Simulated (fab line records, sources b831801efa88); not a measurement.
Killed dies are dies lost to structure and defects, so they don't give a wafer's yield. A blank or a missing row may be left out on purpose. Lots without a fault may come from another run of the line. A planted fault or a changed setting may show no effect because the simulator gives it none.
One fault seen from 2 desks | flow sfq_line | each desk has only its own numbers; what lay behind them comes last

THE TOOL OWNER'S DESK: rie_diel-02
The tool's own readings at SFQ_TRILAYER_I7_VIA_BARC_OPEN_VIA_ETCH_260 (etches BARC in O2, target depth 125 nm, time 41.7 s): means of the sampled wafers that have a number, for each lot that ran on this tool. A lot is out of limits, marked OUT, if its mean lies more than 4 standard deviations from the usual mean; the brackets give that distance.
Columns: A = drypump_motor_current_A at SFQ_TRILAYER_I7_VIA_BARC_OPEN_VIA_ETCH_260, usual 5.7 A; B = oes_product_au at SFQ_TRILAYER_I7_VIA_BARC_OPEN_VIA_ETCH_260, usual 0.685 a.u.; C = run_length_s at SFQ_TRILAYER_I7_VIA_BARC_OPEN_VIA_ETCH_260, usual 69.9 s
lot  | first seen here | A   | B               | C
L161 | day 88 18:20    | 5.5 | 0.682           | 69.4
L164 | day 91 14:44    | 5.7 | 0.768 (+18) OUT | 63.7 (-13) OUT
L169 | day 92 07:40    | 5.8 | 0.772 (+18) OUT | 63.8 (-13) OUT
This desk's finding: out of limits on L164, L169; first on L164, day 91 14:44 (oes_product_au at SFQ_TRILAYER_I7_VIA_BARC_OPEN_VIA_ETCH_260). In limits: L161.

THE METROLOGY DESK
What the gauges read, lot by lot, whatever tool the lot ran on: means of the sampled wafers that have a number. A lot is out of limits, marked OUT, if its mean lies more than 4 standard deviations from the usual mean; the brackets give that distance.
Columns: A = I7_BOW at SFQ_I7_BOW_MEAS_946, usual 7 um; B = I7_OVL at SFQ_I7_OVL_MEAS_947, usual -2 nm
lot  | first seen here | A  | B
L159 | day 81 12:38    | 3  | 1
L161 | day 85 01:34    | 7  | -1
L164 | day 87 20:55    | -0 | 4
L169 | day 88 12:58    | 10 | -5
L174 | day 89 04:22    | -1 | 1
L175 | day 89 07:25    | 7  | -9
This desk's finding: nothing out of limits on any of the 6 lots.

PUT TOGETHER
The tool owner's desk could have raised an alarm at day 91 14:44, on L164, L169.
The metrology desk saw nothing out of limits.
The metrology desk has L164, L169 on record, within its limits.
Of the lots named, all ran SFQ_TRILAYER_I7_VIA_BARC_OPEN_VIA_ETCH_260 on rie_diel-02.

WHAT THE SIMULATOR HAD PUT IN
Process parameter drift: rie_diel-02, from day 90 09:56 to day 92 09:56, at SFQ_TRILAYER_I7_VIA_BARC_OPEN_VIA_ETCH_260. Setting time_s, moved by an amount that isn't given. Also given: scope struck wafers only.
Lots struck among those shown: L164, L169.
Hours from the fault's start to each desk's first reading out of limits: the tool owner's desk, 29.
